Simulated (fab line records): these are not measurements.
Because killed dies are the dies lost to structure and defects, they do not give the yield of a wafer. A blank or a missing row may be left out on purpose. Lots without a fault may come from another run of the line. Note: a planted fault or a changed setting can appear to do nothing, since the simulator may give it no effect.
One fault through the eyes of 2 desks | flow sky130 | each desk holds nothing but its own numbers, with what lay behind them at the end

DESK OF THE TOOL OWNER: litho track-04
The tool's own readings at SKY_SD_P_COAT_02 (resist thk 1140 nm): means of the sampled wafers that have a number, for each lot that ran on this tool. A lot is out of limits, marked OUT, if its mean lies more than 4 standard deviations from the usual mean; the brackets give that distance.
Columns: A = spin speed rpm at SKY_SD_P_COAT_02, usual 2999.9 rpm
lot  | first seen here | A
L778 | day 26 16:05    | 2999.2
L782 | day 28 10:44    | 3000.4
L785 | day 29 02:56    | 2999.5
L786 | day 30 00:13    | 2795.6 (-99 or more) OUT
L787 | day 30 02:05    | 2796.0 (-99 or more) OUT
L796 | day 32 18:40    | 2999.5
This desk's finding: out of limits on L786, L787; first on L786, day 30 00:13 (spin speed rpm at SKY_SD_P_COAT_02). L778, L782, L785, L796 stayed within limits.

THE METROLOGY DESK
What the gauges read, lot by lot, whatever tool the lot ran on: means of the sampled wafers that have a number. A lot is out of limits, marked OUT, if its mean lies more than 4 standard deviations from the usual mean; the brackets give that distance.
Columns: A = SPACER_CVD_00_THK at SKY_SPACER_THK_MEAS_01, usual 43.0 nm; B = cd nm at SKY_SD_N_CD_MEAS_07, usual 379.8 nm; C = SD_N_TW at SKY_SD_N_TW_MEAS_12, usual 3998
lot  | first seen here | A    | B     | C
L775 | day 23 15:19    | 43.5 | 381.2 | 3957
L778 | day 24 20:59    | 42.9 | 378.6 | 3998
L780 | day 25 12:56    | 43.1 | 377.5 | 3990
L781 | day 25 18:44    | 42.6 | 380.8 | 3995
L782 | day 26 16:20    | 43.0 | 379.1 | 4023
L784 | day 27 00:36    | 42.0 | 379.6 | 4026
L785 | day 27 07:58    | 43.1 | 383.9 | 4016
L786 | day 28 04:50    | 43.6 | 377.6 | 4017
L787 | day 28 06:53    | 42.7 | 382.3 | 3987
L788 | day 28 08:05    | 42.9 | 379.9 | 4003
L795 | day 30 18:49    | 43.7 | 378.4 | 4006
L796 | day 31 01:10    | 43.0 | 379.9 | 3999
L797 | day 31 05:04    | 43.0 | 382.6 | 3963
This desk's finding: nothing out of limits on any of the 13 lots.

PUT TOGETHER
The tool owner's desk had the chance to raise an alarm at day 30 00:13 on L786, L787.
The metrology desk saw nothing out of limits.
The metrology desk holds a record of L786, L787, inside its limits.
On litho track-04, each named lot ran SKY_SD_P_COAT_02.

WHAT THE SIMULATOR PUT IN
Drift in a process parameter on litho track-04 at SKY_SD_P_COAT_02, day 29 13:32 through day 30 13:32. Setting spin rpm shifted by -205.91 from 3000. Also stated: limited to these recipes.
Lots struck among those shown: L786, L787.
Time in hours from fault onset to the first out-of-limits reading at each desk: the tool owner's desk, 11.
